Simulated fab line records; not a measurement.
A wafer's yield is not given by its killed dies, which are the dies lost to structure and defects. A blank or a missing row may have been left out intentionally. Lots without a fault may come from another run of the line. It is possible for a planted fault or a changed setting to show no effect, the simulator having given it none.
Chamber matching    flow gf180mcu    GF_STI_CMP_25 on cmp-02 has 4 sister chambers
The step polishes, stops on Si3N4, t overpolish 33 s, target thk 524.6 nm. 4 wafers are shown with their chamber, then 9 later ones without.

## WAFERS PAIRED WITH THEIR CHAMBERS
wafer   chamber  motorCurrentA (A)
L510.3  1        11.2
L514.2  0        12.2
L522.1  3        11.2
L522.5  2        10.5

## WAFERS WITH NO CHAMBER GIVEN
wafer   motorCurrentA (A)
L523.1  10.5
L523.3  11.4
L523.4  12.5
L525.1  10.7
L525.4  11.0
L525.5  12.9
L526.3  11.4
L526.4  11.9
L526.5  10.2

## EACH ONE'S CHAMBER
wafer   from the rows above           in truth
L523.1  2                             2
L523.3  can't be placed: 1 or 3 or 0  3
L523.4  0                             0
L525.1  can't be placed: 2 or 1 or 3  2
L525.4  can't be placed: 1 or 3 or 2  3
L525.5  0                             0
L526.3  can't be placed: 1 or 3 or 0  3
L526.4  can't be placed: 0 or 1 or 3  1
L526.5  2                             2
Placed correctly: 4 of 9. From these rows, 5 cannot be placed; in 5 the true chamber is one of the candidates. 0 placed wrongly.
How it was worked out, from the rows above alone: a wafer's distance from a chamber is the root of the sum, over the readings, of the square of ((its reading less the chamber's mean) divided by the reading's scatter). If the next closest chamber is less than 2 further off than the closest, the wafer can't be placed; otherwise it belongs to the closest. A chamber's mean is the mean of its shown wafers. The scatter: root of mean squared gap, hidden wafer to nearest shown wafer, with one shown wafer a chamber.
